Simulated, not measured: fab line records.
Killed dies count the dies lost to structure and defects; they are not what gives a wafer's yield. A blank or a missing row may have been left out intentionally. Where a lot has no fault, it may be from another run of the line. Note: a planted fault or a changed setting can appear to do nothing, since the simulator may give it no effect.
fab line records | flow sky130
[record] lots = 24 wafers = 72 last_day = 50
route steps=708 shown LI_CONTACT@381 METAL1@452 VIA1@474 VIA3@594 VIA4@659 METAL5@667
lots untouched by any fault: they come from a run of this same line in which no faults occurred
start_h: the number of hours between the record's first day and the start of the first shown wafer of the lot | wait_h: time in hours since the lot's previous step | " identical to the entry in the row above | L1.1+2: one row covering several wafers at once | - no value present, or no start provided | * or withheld: withheld | < > ~ a bound
route shown NAME@n: names a module that has steps shown in the file, with the first one's number in the route | usual: average and standard deviation across the fault-free wafers | same: alike in all rows | chamber/n: place in a boat | sites: the reading at each site | _std_site: how widely they spread, as a standard deviation | _edge_site: outer sites' mean less inner sites' | radius_mm: for every site, how far away it sits from the centre of the wafer | mask NAME#n: copy n | behind: tool/chamber where the wafer was last shaped | hold: why the lot was held/for how many hours/how that ended | device: which transistor (n, p or np) failed to switch | end of line: tests of these same wafers at the route's end | for a step that has no rows: nothing shown but its recipe | killed: the dies lost at the first sort to structure and to defects; this is not the yield of the wafer | map: dies across one wafer; x = killed, . = not, _ = none there
set.NAME: the setting the step ran with; set.NAME@STEP: the setting that earlier step ran with | model.NAME: the simulator's own value behind a step, which no gauge read
one table for each step of the route and one row for each wafer, over a sample of lots
services: the hour from which a tool's chamber was out of use, counted from the record's first day as start_h (under 0 if before that day), plus the number of hours and why
[[steps]]
[step SKY_LI_CONTACT_SPUTTER_19]
[recipe] material = Ti target_thk_nm = 20 chamber_pressure_pa = 5 power_w = 2500 substrate_temp_c = 200 time_s = 106.37
[usual] throttle_valve_pct = 30.0/0.99
// columns lot.wafer tool chamber start_h wait_h throttle_valve_pct
L074.2 pvd_sputter-02 - 672.34 0.0 28.2
L074.3 " - " " 29.7
L074.4 " - " " 29.6
L075.1 pvd_sputter-01 - 692.96 0.0 30.3
L075.5 " - " " 31.4
L075.6 " - " " 30.1
L076.2 pvd_sputter-03 - 704.84 0.0 30.3
L076.3 " - " " 32.0
L076.5 " - " " 30.3
L077.1 pvd_sputter-01 - 710.44 0.0 31.7
L077.4 " - " " 30.4
L077.5 " - " " 30.0
L078.1 pvd_sputter-02 - 714.96 0.0 31.3
L078.4 " - " " 29.8
L078.6 " - " " 31.1
L079.1 pvd_sputter-02 - 723.84 0.0 29.8
L079.3 " - " " 30.8
L079.5 " - " " 31.3
L080.3 pvd_sputter-02 - 729.76 0.0 29.4
L080.5 " - " " 30.0
L080.6 " - " " 28.2
L081.1 pvd_sputter-03 - 740.61 0.0 29.6
L081.3 " - " " 30.2
L081.4 " - " " 30.2
L082.2 pvd_sputter-03 - 753.60 0.0 30.3
L082.5 " - " " 30.2
L082.6 " - " " 29.4
L083.3 pvd_sputter-01 - 759.49 0.0 30.6
L083.4 " - " " 30.3
L083.6 " - " " 30.3
L085.3 pvd_sputter-01 - 768.66 0.0 30.2
L085.5 " - " " 30.4
L085.6 " - " " 30.3
L084.3 pvd_sputter-02 - 769.84 0.0 31.1
L084.5 " - " " 30.8
L084.6 " - " " 29.4
L086.1 pvd_sputter-02 - 778.35 0.0 29.7
L086.2 " - " " 28.4
L086.5 " - " " 29.9
L087.1 pvd_sputter-02 - 783.91 0.0 28.0
L087.2 " - " " 31.0
L087.4 " - " " 29.9
L088.2 pvd_sputter-02 - 797.36 0.0 29.7
L088.3 " - " " 30.9
L088.6 " - " " 29.8
L089.4 pvd_sputter-01 - 810.45 0.0 31.8
L089.5 " - " " 30.3
L089.6 " - " " 30.1
L091.3 pvd_sputter-01 - 814.46 0.0 30.1
L091.4 " - " " 31.8
L091.6 " - " " 29.8
L090.1 pvd_sputter-02 - 818.67 0.0 28.1
L090.2 " - " " 29.9
L090.5 " - " " 30.0
L092.2 pvd_sputter-02 - 822.20 0.0 28.3
L092.3 " - " " 29.8
L092.4 " - " " 31.2
L093.1 pvd_sputter-01 - 833.07 0.0 30.3
L093.2 " - " " 30.3
L093.6 " - " " 30.4
L095.2 pvd_sputter-02 - 834.01 0.0 29.5
L095.4 " - " " 28.1
L095.5 " - " " 28.2
L094.1 pvd_sputter-02 - 835.69 0.0 30.8
L094.5 " - " " 29.8
L094.6 " - " " 28.0
L096.3 pvd_sputter-01 - 839.65 0.0 31.9
L096.4 " - " " 30.1
L096.6 " - " " 30.4
L097.2 pvd_sputter-02 - 856.54 0.0 31.3
L097.4 " - " " 28.0
L097.5 " - " " 29.4
[step SKY_METAL1_ETCH_18]
[recipe] chemistry = N2/H2 target = BARC ion_energy_ev = 200 bias_w = 100 pressure_mtorr = 30 n2_flow_sccm = 100 h2_flow_sccm = 200 icp_w = 500 stop_on = SiO2 time_s = 45.9 target_depth_a = 600
[usual] drypump_motor_current_A = 5.8/0.48 oes_product_au = 0.855/0.0049 rf_fwd_power_W = 495.9/1.7 throttle_valve_pct = 13.224/0.0096
// columns lot.wafer tool chamber start_h wait_h drypump_motor_current_A oes_product_au rf_fwd_power_W rf_hours_counter_h throttle_valve_pct
L074.2 rie_metal-02 0 759.42 0.1 6.5 0.856 497.6 - 13.225
L074.3 " 0 " " 6.5 0.850 496.3 - 13.229
L074.4 " 0 " " 6.5 0.853 493.7 - 13.238
L075.1 rie_metal-03 1 780.65 0.0 6.2 0.855 497.0 12 13.234
L075.5 " 1 " " 6.2 0.859 497.4 - 13.236
L075.6 " 0 " " 5.1 0.861 493.1 - 13.237
L076.2 rie_metal-04 1 791.12 0.0 5.4 0.862 497.6 5 13.214
L076.3 " 1 " " 5.3 0.860 498.1 - 13.218
L076.5 " 1 " " 5.4 0.854 498.2 - 13.234
L077.1 rie_metal-03 1 795.72 0.0 6.2 0.856 496.9 12 13.208
L077.4 " 1 " " 6.1 0.854 494.8 - 13.234
L077.5 " 1 " " 6.2 0.854 495.5 - 13.228
L078.1 rie_metal-04 1 800.17 0.0 5.3 0.858 496.3 6 13.215
L078.4 " 1 " " 5.3 0.850 498.0 - 13.217
L078.6 " 0 " " 5.8 0.857 493.4 - 13.231
L079.1 rie_metal-03 1 808.17 0.0 6.2 0.864 497.1 13 13.224
L079.3 " 0 " " 5.2 0.854 495.7 - 13.220
L079.5 " 1 " " 6.1 0.850 495.4 - 13.218
L080.3 rie_metal-02 1 813.84 0.0 5.6 0.851 493.4 - 13.235
L080.5 " 0 " " 6.5 0.854 497.0 - 13.215
L080.6 " 1 " " 5.6 0.853 495.4 - 13.231
L081.1 rie_metal-04 1 825.41 0.0 5.3 0.856 498.8 7 13.234
L081.3 " 1 " " 5.3 0.851 496.1 - 13.222
L081.4 " 0 " " 5.8 0.852 497.6 - 13.226
L082.2 rie_metal-02 0 836.72 0.0 6.5 0.852 497.4 6 13.226
L082.5 " 0 " " 6.5 0.855 496.6 - 13.215
L082.6 " 1 " " 5.6 0.861 495.7 - 13.225
L083.3 rie_metal-02 0 842.73 0.1 6.4 0.849 498.7 - 13.245
L083.4 " 0 " " 6.5 0.855 498.2 - 13.221
L083.6 " 0 " " 6.5 0.844 497.8 - 13.226
L085.3 rie_metal-04 1 849.89 0.0 5.3 0.858 496.6 - 13.218
L085.5 " 1 " " 5.3 0.852 495.6 - 13.223
L085.6 " 0 " " 5.8 0.854 496.2 - 13.213
L084.3 rie_metal-04 0 852.53 0.0 5.8 0.852 496.7 - 13.215
L084.5 " 0 " " 5.8 0.855 494.3 - 13.220
L084.6 " 1 " " 5.4 0.866 495.6 - 13.243
L086.1 rie_metal-03 1 861.87 0.0 6.2 0.847 495.5 14 13.235
L086.2 " 0 " " 5.2 0.854 496.7 9 13.220
L086.5 " 1 " " 6.1 0.856 494.0 - 13.219
L087.1 rie_metal-03 0 866.81 0.0 5.2 0.851 495.1 9 13.222
L087.2 " 1 " " 6.2 0.861 493.9 15 13.241
L087.4 " 1 " " 6.2 0.850 491.2 - 13.233
L088.2 rie_metal-04 1 878.77 0.0 5.4 0.848 496.9 9 13.241
L088.3 " 0 " " 5.8 0.851 493.4 - 13.228
L088.6 " 0 " " 5.8 0.853 494.8 - 13.203
L089.4 rie_metal-02 0 892.38 0.0 6.5 0.845 499.4 - 13.223
L089.5 " 0 " " 6.5 0.852 498.9 - 13.220
L089.6 " 1 " " 5.6 0.849 494.6 - 13.232
L091.3 rie_metal-03 0 895.23 0.0 5.2 0.851 494.9 - 13.231
L091.4 " 1 " " 6.2 0.864 499.8 - 13.221
L091.6 " 0 " " 5.2 0.851 492.6 - 13.228
L090.1 rie_metal-02 1 900.52 0.0 5.7 0.852 495.9 13 13.245
L090.2 " 0 " " 6.5 0.861 496.4 10 13.229
L090.5 " 1 " " 5.6 0.862 497.0 - 13.224
L092.2 rie_metal-04 1 902.51 0.0 5.3 0.855 495.5 10 13.232
L092.3 " 1 " " 5.4 0.862 497.2 - 13.233
L092.4 " 0 " " 5.9 0.850 492.9 - 13.211
L093.1 rie_metal-03 0 914.02 0.0 5.2 0.850 497.6 11 13.225
L093.2 " 1 " " 6.2 0.858 495.3 17 13.220
L093.6 " 1 " " 6.2 0.853 495.8 - 13.219
L095.2 rie_metal-02 1 914.72 0.0 5.6 0.843 494.3 13 13.210
L095.4 " 0 " " 6.5 0.855 498.5 - 13.241
L095.5 " 1 " " 5.6 0.847 495.9 - 13.218
L094.1 rie_metal-03 0 915.72 0.0 5.2 0.851 494.1 11 13.207
L094.5 " 0 " " 5.2 0.848 494.5 - 13.220
L094.6 " 1 " " 6.2 0.849 495.7 - 13.227
L096.3 rie_metal-03 0 919.74 0.0 5.2 0.863 493.7 - 13.222
L096.4 " 1 " " 6.1 0.852 495.1 - 13.218
L096.6 " 0 " " 5.2 0.857 495.0 - 13.234
L097.2 rie_metal-03 1 936.32 0.0 6.2 0.858 498.7 18 13.224
L097.4 " 0 " " 5.2 0.851 495.3 - 13.221
L097.5 " 1 " " 6.2 0.851 496.9 - 13.222
[step SKY_VIA1_STRIP_16]
[recipe] chemistry = O2/N2 power_w = 1400 pressure_mtorr = 1500 platen_temp_c = withheld o2_flow_sccm = 3000 n2_flow_sccm = 300 overash_fraction = 0.5
[usual] drypump_motor_current_A = 5.51/0.2 oes_product_au = 0.415/0.0048 strip_time_to_endpoint_s = 4.453/0.025
// columns lot.wafer tool chamber start_h wait_h drypump_motor_current_A oes_product_au rf_hours_counter_h strip_time_to_endpoint_s
L074.2 plasma_asher-03 1 788.00 0.0 5.77 0.412 96 4.454
L074.3 " 0 " " 5.25 0.420 - 4.490
L074.4 " 1 " " 5.75 0.414 - 4.471
L075.1 plasma_asher-02 1 807.86 0.0 5.25 0.412 4 4.486
L075.5 " 0 " " 5.77 0.409 - 4.481
L075.6 " 1 " " 5.24 0.414 - 4.472
L076.2 plasma_asher-03 0 818.47 0.0 5.27 0.410 99 4.433
L076.3 " 1 " " 5.80 0.420 - 4.413
L076.5 " 0 " " 5.28 0.421 - 4.454
L077.1 plasma_asher-01 1 823.30 0.0 5.46 0.418 72 4.494
L077.4 " 0 " " 5.57 0.411 - 4.448
L077.5 " 1 " " 5.43 0.417 - 4.482
L078.1 plasma_asher-02 1 827.56 0.0 5.23 0.418 6 4.461
L078.4 " 0 " " 5.75 0.419 - 4.427
L078.6 " 0 " " 5.76 0.416 - 4.464
L079.1 plasma_asher-02 1 835.61 0.0 5.23 0.414 7 4.468
L079.3 " 1 " " 5.21 0.416 - 4.464
L079.5 " 1 " " 5.23 0.405 - 4.472
L080.3 plasma_asher-01 0 841.21 0.1 5.58 0.415 - 4.466
L080.5 " 0 " " 5.60 0.419 - 4.491
L080.6 " 1 " " 5.47 0.424 - 4.515
L081.1 plasma_asher-01 1 853.02 0.0 5.47 0.414 75 4.447
L081.3 " 1 " " 5.45 0.406 - 4.436
L081.4 " 0 " " 5.57 0.413 - 4.451
L082.2 plasma_asher-02 0 863.94 0.0 5.76 0.408 10 4.457
L082.5 " 0 " " 5.77 0.419 - 4.443
L082.6 " 1 " " 5.25 0.407 - 4.462
L083.3 plasma_asher-02 1 870.36 0.1 5.26 0.415 - 4.450
L083.4 " 0 " " 5.76 0.426 - 4.487
L083.6 " 1 " " 5.26 0.422 - 4.489
L085.3 plasma_asher-02 1 876.94 0.1 5.25 0.416 - 4.433
L085.5 " 0 " " 5.75 0.418 - 4.444
L085.6 " 1 " " 5.24 0.418 - 4.429
L084.3 plasma_asher-01 1 879.70 0.1 5.48 0.421 - 4.436
L084.5 " 1 " " 5.46 0.415 - 4.435
L084.6 " 0 " " 5.53 0.420 - 4.430
L086.1 plasma_asher-01 0 888.71 0.0 5.57 0.410 78 4.432
L086.2 " 1 " " 5.46 0.408 78 4.425
L086.5 " 1 " " 5.46 0.403 - 4.438
L087.1 plasma_asher-01 0 894.16 0.0 5.55 0.410 79 4.425
L087.2 " 1 " " 5.45 0.421 79 4.452
L087.4 " 0 " " 5.56 0.409 - 4.408
L088.2 plasma_asher-01 1 905.21 0.0 5.46 0.411 80 4.472
L088.3 " 1 " " 5.44 0.415 - 4.444
L088.6 " 0 " " 5.57 0.411 - 4.470
L089.4 plasma_asher-02 0 918.75 0.1 5.76 0.422 - 4.475
L089.5 " 1 " " 5.22 0.419 - 4.482
L089.6 " 0 " " 5.75 0.406 - 4.436
L091.3 plasma_asher-02 0 921.30 0.1 5.75 0.424 - 4.482
L091.4 " 1 " " 5.27 0.412 - 4.492
L091.6 " 0 " " 5.78 0.416 - 4.448
L090.1 plasma_asher-03 0 926.77 0.0 5.30 0.418 110 4.482
L090.2 " 1 " " 5.76 0.416 110 4.444
L090.5 " 1 " " 5.75 0.421 - 4.475
L092.2 plasma_asher-03 0 928.51 0.0 5.24 0.415 110 4.462
L092.3 " 0 " " 5.26 0.419 - 4.437
L092.4 " 1 " " 5.77 0.416 - 4.404
L093.1 plasma_asher-03 1 940.11 0.0 5.76 0.407 111 4.426
L093.2 " 0 " " 5.27 0.412 111 4.447
L093.6 " 0 " " 5.26 0.413 - 4.435
L095.2 plasma_asher-02 0 941.41 0.0 5.80 0.423 18 4.437
L095.4 " 1 " " 5.25 0.412 - 4.427
L095.5 " 0 " " 5.77 0.417 - 4.449
L094.1 plasma_asher-01 0 941.86 0.0 5.59 0.418 83 4.472
L094.5 " 1 " " 5.46 0.421 - 4.484
L094.6 " 0 " " 5.59 0.425 - 4.461
L096.3 plasma_asher-01 1 945.31 0.1 5.47 0.410 - 4.467
L096.4 " 0 " " 5.58 0.413 - 4.452
L096.6 " 1 " " 5.46 0.409 - 4.398
L097.2 plasma_asher-01 1 962.36 0.0 5.47 0.414 85 4.470
L097.4 " 1 " " 5.48 0.414 - 4.459
L097.5 " 0 " " 5.59 0.411 - 4.457
[step SKY_VIA3_CVD_21]
[recipe] material = W target_thk_nm = 390 time_s = 117.31 temp_c = 400 pressure_torr = 40
[usual] heater_power_w = 792/15
// columns lot.wafer tool chamber start_h wait_h heater_power_w since_wet_clean_h
L074.2 cvd_w-01 0 924.59 0.0 815 7
L074.3 " 1 " " 803 -
L074.4 " 0 " " 801 -
L075.1 cvd_w-02 0 942.77 0.0 765 539
L075.5 " 0 " " 757 -
L075.6 " 1 " " 807 -
L076.2 cvd_w-02 0 952.67 0.0 769 549
L076.3 " 1 " " 789 -
L076.5 " 1 " " 785 -
L077.1 cvd_w-01 1 956.75 0.0 779 39
L077.4 " 1 " " 798 -
L077.5 " 0 " " 799 -
L078.1 cvd_w-01 0 961.19 0.0 804 43
L078.4 " 1 " " 784 -
L078.6 " 0 " " 805 -
L079.1 cvd_w-02 0 969.00 0.0 773 565
L079.3 " 0 " " 778 -
L079.5 " 0 " " 774 -
L080.3 cvd_w-02 0 972.96 0.1 771 -
L080.5 " 0 " " 771 -
L080.6 " 1 " " 779 -
L081.1 cvd_w-01 0 984.42 0.0 802 66
L081.3 " 1 " " 785 -
L081.4 " 0 " " 795 -
L082.2 cvd_w-01 1 995.89 0.0 797 78
L082.5 " 0 " " 791 -
L082.6 " 1 " " 795 -
L083.3 cvd_w-02 0 1001.42 0.1 778 -
L083.4 " 1 " " 805 -
L083.6 " 1 " " 820 -
L085.3 cvd_w-01 0 1007.45 0.1 800 -
L085.5 " 0 " " 802 -
L085.6 " 0 " " 803 -
L084.3 cvd_w-02 1 1008.39 0.1 788 -
L084.5 " 1 " " 791 -
L084.6 " 0 " " 769 -
L086.1 cvd_w-01 1 1017.95 0.0 820 100
L086.2 " 0 " " 797 100
L086.5 " 0 " " 800 -
L087.1 cvd_w-01 0 1021.99 0.0 795 104
L087.2 " 1 " " 812 104
L087.4 " 0 " " 792 -
L088.2 cvd_w-02 0 1032.22 0.0 781 628
L088.3 " 1 " " 808 -
L088.6 " 0 " " 770 -
L089.4 cvd_w-02 1 1043.59 0.0 807 -
L089.5 " 1 " " 795 -
L089.6 " 0 " " 783 -
L091.3 cvd_w-02 0 1047.16 0.1 769 -
L091.4 " 1 " " 799 -
L091.6 " 1 " " 785 -
L090.1 cvd_w-01 0 1052.14 0.0 787 134
L090.2 " 1 " " 790 134
L090.5 " 1 " " 804 -
L092.2 cvd_w-02 0 1052.97 0.0 769 649
L092.3 " 1 " " 792 -
L092.4 " 0 " " 775 -
L093.1 cvd_w-01 1 1063.02 0.0 798 145
L093.2 " 0 " " 788 145
L093.6 " 0 " " 798 -
L095.2 cvd_w-01 0 1064.24 0.0 787 146
L095.4 " 1 " " 794 -
L095.5 " 1 " " 802 -
L094.1 cvd_w-02 0 1065.29 0.0 793 661
L094.5 " 1 " " 810 -
L094.6 " 0 " " 800 -
L096.3 cvd_w-01 1 1067.18 0.1 807 -
L096.4 " 0 " " 817 -
L096.6 " 0 " " 779 -
L097.2 cvd_w-01 0 1083.99 0.0 805 166
L097.4 " 1 " " 792 -
L097.5 " 0 " " 817 -
[step SKY_VIA4_THK_MEAS_20]
[recipe] thk_meas_gauge = xrf reads = W_of_VIA4_CVD_18
[usual] VIA4_W_THK = 513/11
// columns lot.wafer tool chamber start_h wait_h VIA4_W_THK[nm]
L074.2 film_metro-02 - 1001.02 0.1 503
L074.3 " - " " 517
L074.4 " - " " 509
L075.1 film_metro-03 - 1017.55 0.1 511
L075.5 " - " " 535
L075.6 " - " " 517
L076.2 film_metro-04 - 1026.28 0.1 506
L076.3 " - " " 506
L076.5 " - " " 508
L077.1 film_metro-04 - 1030.37 0.1 513
L077.4 " - " " 508
L077.5 " - " " 523
L078.1 film_metro-04 - 1034.97 0.1 511
L078.4 " - " " 511
L078.6 " - " " 510
L079.1 film_metro-03 - 1042.61 0.1 539
L079.3 " - " " 511
L079.5 " - " " 534
L080.3 film_metro-02 - 1046.14 0.1 498
L080.5 " - " " 491
L080.6 " - " " 503
L081.1 film_metro-03 - 1056.71 0.1 530
L081.3 " - " " 512
L081.4 " - " " 532
L082.2 film_metro-03 - 1066.24 0.1 509
L082.5 " - " " 510
L082.6 " - " " 533
L083.3 film_metro-03 - 1071.52 0.1 505
L083.4 " - " " 526
L083.6 " - " " 506
L085.3 film_metro-02 - 1077.47 0.1 497
L085.5 " - " " 492
L085.6 " - " " 510
L084.3 film_metro-02 - 1078.62 0.1 506
L084.5 " - " " 500
L084.6 " - " " 490
L086.1 film_metro-04 - 1087.95 0.1 516
L086.2 " - " " 513
L086.5 " - " " 517
L087.1 film_metro-03 - 1090.85 0.1 503
L087.2 " - " " 519
L087.4 " - " " 507
L088.2 film_metro-03 - 1100.62 0.1 525
L088.3 " - " " 524
L088.6 " - " " 511
L089.4 film_metro-02 - 1112.88 0.1 504
L089.5 " - " " 500
L089.6 " - " " 499
L091.3 film_metro-03 - 1113.68 0.1 537
L091.4 " - " " 513
L091.6 " - " " 531
L090.1 film_metro-03 - 1117.83 0.1 512
L090.2 " - " " 504
L090.5 " - " " 513
L092.2 film_metro-03 - 1118.17 0.1 514
L092.3 " - " " 509
L092.4 " - " " 539
L093.1 film_metro-04 - 1128.47 0.1 509
L093.2 " - " " 511
L093.6 " - " " 513
L095.2 film_metro-04 - 1130.15 0.1 509
L095.4 " - " " 525
L095.5 " - " " 498
L094.1 film_metro-03 - 1130.85 0.1 510
L094.5 " - " " 518
L094.6 " - " " 520
L096.3 film_metro-02 - 1131.86 0.1 509
L096.4 " - " " 501
L096.6 " - " " 502
L097.2 film_metro-03 - 1146.88 0.1 520
L097.4 " - " " 516
L097.5 " - " " 509
[step SKY_METAL5_THK_MEAS_06]
[recipe] thk_meas_gauge = xrf reads = AlCu_of_METAL5_SPUTTER_02
[usual] METAL5_ALCU_THK = 1146/22
// columns lot.wafer tool chamber start_h wait_h METAL5_ALCU_THK[nm]
L074.2 film_metro-02 - 1001.67 0.1 1134
L074.3 " - " " 1122
L074.4 " - " " 1127
L075.1 film_metro-02 - 1018.20 0.1 1155
L075.5 " - " " 1159
L075.6 " - " " 1147
L076.2 film_metro-01 - 1026.93 0.1 1155
L076.3 " - " " 1167
L076.5 " - " " 1168
L077.1 film_metro-01 - 1031.02 0.1 1170
L077.4 " - " " 1170
L077.5 " - " " 1160
L078.1 film_metro-01 - 1035.64 0.1 1171
L078.4 " - " " 1169
L078.6 " - " " 1178
L079.1 film_metro-02 - 1043.26 0.1 1148
L079.3 " - " " 1163
L079.5 " - " " 1172
L080.3 film_metro-02 - 1046.78 0.1 1154
L080.5 " - " " 1155
L080.6 " - " " 1147
L081.1 film_metro-02 - 1057.36 0.1 1139
L081.3 " - " " 1129
L081.4 " - " " 1156
L082.2 film_metro-03 - 1066.88 0.1 1172
L082.5 " - " " 1176
L082.6 " - " " 1159
L083.3 film_metro-01 - 1072.17 0.1 1149
L083.4 " - " " 1140
L083.6 " - " " 1143
L085.3 film_metro-02 - 1078.11 0.1 1120
L085.5 " - " " 1125
L085.6 " - " " 1102
L084.3 film_metro-01 - 1079.27 0.1 1135
L084.5 " - " " 1153
L084.6 " - " " 1134
L086.1 film_metro-01 - 1089.12 0.1 1140
L086.2 " - " " 1144
L086.5 " - " " 1157
L087.1 film_metro-02 - 1091.67 0.1 1119
L087.2 " - " " 1131
L087.4 " - " " 1112
L088.2 film_metro-02 - 1101.26 0.1 1150
L088.3 " - " " 1150
L088.6 " - " " 1150
L089.4 film_metro-02 - 1113.53 0.1 1117
L089.5 " - " " 1113
L089.6 " - " " 1130
L091.3 film_metro-02 - 1114.33 0.1 1141
L091.4 " - " " 1158
L091.6 " - " " 1154
L090.1 film_metro-02 - 1118.48 0.1 1127
L090.2 " - " " 1109
L090.5 " - " " 1128
L092.2 film_metro-02 - 1118.82 0.1 1162
L092.3 " - " " 1147
L092.4 " - " " 1157
L093.1 film_metro-01 - 1129.11 0.1 1161
L093.2 " - " " 1153
L093.6 " - " " 1160
L095.2 film_metro-02 - 1130.79 0.1 1123
L095.4 " - " " 1129
L095.5 " - " " 1104
L094.1 film_metro-01 - 1131.49 0.1 1166
L094.5 " - " " 1155
L094.6 " - " " 1176
L096.3 film_metro-03 - 1132.50 0.1 1189
L096.4 " - " " 1179
L096.6 " - " " 1177
L097.2 film_metro-02 - 1147.52 0.1 1133
L097.4 " - " " 1104
L097.5 " - " " 1104
[[services]]
// columns tool chamber start_h hours kind
cvd_w-02 - 654.40 28.1 pm
pvd_sputter-02 - 665.55 1.0 repair
plasma_asher-01 - 666.92 6.6 repair
pvd_sputter-01 - 693.97 3.0 repair
pvd_sputter-01 - 697.64 1.2 repair
pvd_sputter-02 - 725.01 1.1 repair
cvd_w-01 - 726.66 2.8 pm
plasma_asher-02 - 732.05 2.8 pm
plasma_asher-02 - 734.80 9.0 pm
plasma_asher-02 - 756.85 15.6 pm
cvd_w-01 - 757.41 1.9 repair
cvd_w-02 0 757.96 16.1 repair
cvd_w-02 0 826.76 10.5 repair
cvd_w-02 - 855.22 0.8 repair
pvd_sputter-01 - 879.90 1.4 repair
cvd_w-01 - 904.00 14.0 pm
plasma_asher-01 - 906.84 2.8 pm
plasma_asher-01 - 925.67 0.8 repair
cvd_w-02 - 938.36 1.0 repair
cvd_w-01 - 946.31 0.5 repair
cvd_w-01 - 948.87 4.1 repair
plasma_asher-01 - 983.72 1.2 repair
cvd_w-01 1 1006.50 4.3 repair
pvd_sputter-02 - 1057.94 1.1 repair
[[key]]
fault none
